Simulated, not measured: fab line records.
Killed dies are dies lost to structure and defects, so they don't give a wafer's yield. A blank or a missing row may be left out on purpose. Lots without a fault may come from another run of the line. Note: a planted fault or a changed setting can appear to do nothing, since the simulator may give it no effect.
Commonality check across tools + flow sky130 + 12 lots and 36 wafers in the sample

WHY IT WAS OPENED
Flagged at SKY_POLY_GATE_CD_MEAS_13: reading cd_nm, on 1 of 12 lots. Wafers without a fault read 149.8 nm, standard deviation 1.5.
Rule: flag the lot when none of its wafers has a number, or when each of its wafers that has one lies beyond 4 standard deviations from that mean. As for the other lots, they are considered sound.

| lot  | measured     | on        | cd_nm (nm), wafer by wafer | flag    |
|------|--------------|-----------|----------------------------|---------|
| L826 | day 16 10:03 | cd_sem-01 | 149.4 149.3 148.3          |         |
| L828 | day 17 07:38 | cd_sem-02 | 148.8 148.1 147.4          |         |
| L829 | day 17 09:44 | cd_sem-01 | 150.5 149.2 150.8          |         |
| L830 | day 17 21:20 | cd_sem-01 | 149.1 148.4 148.7          |         |
| L831 | day 18 01:59 | cd_sem-01 | 149.8 148.6 148.4          |         |
| L833 | day 18 23:32 | cd_sem-02 | 150.3 149.3 149.1          |         |
| L834 | day 19 16:38 | cd_sem-02 | 151.0 151.8 150.3          |         |
| L836 | day 20 14:04 | cd_sem-01 | 149.5 150.4 149.6          |         |
| L839 | day 21 13:52 | cd_sem-02 | 162.6 162.0 162.4          | FLAGGED |
| L841 | day 22 03:05 | cd_sem-02 | 150.6 148.3 148.9          |         |
| L848 | day 24 09:09 | cd_sem-02 | 150.9 150.9 151.8          |         |
| L849 | day 25 01:38 | cd_sem-02 | 150.5 151.5 150.2          |         |
The numbers of the flagged lots are 162.3 nm on average: +12.5 nm against the usual, or +8 standard deviations.

WHICH TOOL RAN EACH LOT
2 process steps preceding the reading are held in the record, out of 708 steps in the route. Read each cell as the tool, then ch plus the chambers that the sampled wafers visited, then the start.
| lot  | flag    | SKY_NWELL_RTA_28                 | SKY_POLY_GATE_EXPOSE_10           |
|------|---------|----------------------------------|-----------------------------------|
| L826 |         | rtp_anneal-01 ch 0, day 5 08:30  | krf_scanner-01 ch 0, day 15 20:25 |
| L828 |         | rtp_anneal-02 ch 0, day 5 23:53  | krf_scanner-02 ch 0, day 16 17:47 |
| L829 |         | rtp_anneal-01 ch 0, day 6 00:05  | krf_scanner-01 ch 0, day 16 19:13 |
| L830 |         | rtp_anneal-01 ch 0, day 6 09:38  | krf_scanner-01 ch 0, day 17 06:26 |
| L831 |         | rtp_anneal-02 ch 0, day 6 13:08  | krf_scanner-02 ch 0, day 17 11:55 |
| L833 |         | rtp_anneal-01 ch 0, day 7 02:20  | krf_scanner-02 ch 0, day 18 09:01 |
| L834 |         | rtp_anneal-01 ch 0, day 7 09:17  | krf_scanner-02 ch 0, day 19 00:56 |
| L836 |         | rtp_anneal-02 ch 0, day 8 01:49  | krf_scanner-02 ch 0, day 19 23:11 |
| L839 | FLAGGED | rtp_anneal-01 ch 0, day 8 18:40  | krf_scanner-02 ch 0, day 20 23:02 |
| L841 |         | rtp_anneal-01 ch 0, day 9 05:14  | krf_scanner-02 ch 0, day 21 12:22 |
| L848 |         | rtp_anneal-02 ch 0, day 10 19:52 | krf_scanner-02 ch 0, day 23 19:09 |
| L849 |         | rtp_anneal-02 ch 0, day 11 10:44 | krf_scanner-02 ch 0, day 24 10:50 |
What is done by these steps:
- SKY_NWELL_RTA_28: time 30 s.
- SKY_POLY_GATE_EXPOSE_10: exposes mask P1M, target cd 150 nm.
- SKY_POLY_GATE_CD_MEAS_13: target cd 150 nm.

FLAGGED OVER TOTAL, TOOL BY TOOL (the gauges that took the reading come last)
| step                     | tool           | lots run | flagged | share of the flagged lots | sound lots run after its first flagged lot |
|--------------------------|----------------|----------|---------|---------------------------|--------------------------------------------|
| SKY_NWELL_RTA_28         | rtp_anneal-01  | 7        | 1       | all                       | 1 (L841)                                   |
| SKY_NWELL_RTA_28         | rtp_anneal-02  | 5        | 0       | none                      | -                                          |
| SKY_POLY_GATE_EXPOSE_10  | krf_scanner-01 | 3        | 0       | none                      | -                                          |
| SKY_POLY_GATE_EXPOSE_10  | krf_scanner-02 | 9        | 1       | all                       | 3 (L841,L848,L849)                         |
| SKY_POLY_GATE_CD_MEAS_13 | cd_sem-01      | 5        | 0       | none                      | -                                          |
| SKY_POLY_GATE_CD_MEAS_13 | cd_sem-02      | 7        | 1       | all                       | 3 (L841,L848,L849)                         |

WHAT IS ALLOWED BY THE TABLE
In the table, 3 rows ran each flagged lot (rtp_anneal-01 at SKY_NWELL_RTA_28; krf_scanner-02 at SKY_POLY_GATE_EXPOSE_10; cd_sem-02 at SKY_POLY_GATE_CD_MEAS_13).
- rtp_anneal-01 at SKY_NWELL_RTA_28 ran 7 lots, 1 of them flagged. Sound lots ran on it after the first flagged one (L841), which a lasting fault on the whole tool wouldn't allow.
- krf_scanner-02 at SKY_POLY_GATE_EXPOSE_10 ran 9 lots, 1 of them flagged. Sound lots ran on it after the first flagged one (L841, L848, L849), which a lasting fault on the whole tool wouldn't allow.
- cd_sem-02 at SKY_POLY_GATE_CD_MEAS_13 ran 7 lots, 1 of them flagged. Sound lots ran on it after the first flagged one (L841, L848, L849), which a lasting fault on the whole tool wouldn't allow.
Every row of the table either missed a flagged lot or ran a sound lot after the first.

WHAT THE SIMULATOR HAD PUT IN
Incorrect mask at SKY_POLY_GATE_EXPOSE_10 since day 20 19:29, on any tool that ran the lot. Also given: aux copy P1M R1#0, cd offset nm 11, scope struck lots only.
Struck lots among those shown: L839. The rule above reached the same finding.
